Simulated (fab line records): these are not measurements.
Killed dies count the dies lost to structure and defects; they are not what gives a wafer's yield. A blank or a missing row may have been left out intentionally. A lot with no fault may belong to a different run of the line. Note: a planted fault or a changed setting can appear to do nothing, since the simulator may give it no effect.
Which tool was responsible?    flow sky130    Sampling: 7 lots, 21 wafers, 3 of 708 route steps

WHAT EACH GAUGE READ, for each wafer
SKY_SD_N_RS_MEAS_16: a four-point-probe measurement.
lot   measured      on             SD_N_RS (ohm/sq)
L799  day 28 02:43  film metro-02  68.57 68.47 68.51
L804  day 30 07:14  film metro-03  68.61 68.49 68.49
L807  day 31 02:04  film metro-02  68.44 68.46 68.67
L809  day 31 16:36  film metro-02  68.63 68.56 68.22
L812  day 32 21:57  film metro-03  68.33 68.41 68.51
L815  day 33 21:38  film metro-04  68.31 68.28 68.31
L818  day 34 18:02  film metro-02  68.53 68.60 68.65

TOOL THAT RAN EACH LOT (tool first, then ch and the chambers of the sampled wafers, then the start)
lot   SKY_SD_N_IMPLANT_09              SKY_SD_N_STRIP_11
L799  implanter-03 ch 0, day 28 02:02  plasma asher-02 ch 0,1, day 28 02:20
L804  implanter-02 ch 0, day 30 06:34  plasma asher-01 ch 0,1, day 30 06:50
L807  implanter-03 ch 0, day 31 01:23  plasma asher-01 ch 0, day 31 01:41
L809  implanter-01 ch 0, day 31 15:56  plasma asher-01 ch 0,1, day 31 16:12
L812  implanter-01 ch 0, day 32 21:16  plasma asher-02 ch 0,1, day 32 21:32
L815  implanter-03 ch 0, day 33 20:56  plasma asher-02 ch 0,1, day 33 21:14
L818  implanter-03 ch 0, day 34 17:21  plasma asher-01 ch 0,1, day 34 17:39
- SKY_SD_N_IMPLANT_09
- SKY_SD_N_STRIP_11: strips in O2/N2.

THE ANSWER, worked out from the rows above alone
Rule: what is usual is taken from the lots themselves. Put in order of their means at a reading, lots are off if they are a third of the lots or fewer, leave a main group of 4 or more, and stand apart from it by a gap of 3 or more times the standard deviation of the main group's means; of several such gaps the widest counts. Not used: any main group whose means are identical at the precision the tables above print for the reading. A lot without any number at a reading at which 4 lots or more have one is off too. Where the step has rows for the other lots, those lots are counted as sound.
Across all readings shown, no lot is off: no conclusion can be drawn from this.

WHAT THE SIMULATOR HAD INSERTED
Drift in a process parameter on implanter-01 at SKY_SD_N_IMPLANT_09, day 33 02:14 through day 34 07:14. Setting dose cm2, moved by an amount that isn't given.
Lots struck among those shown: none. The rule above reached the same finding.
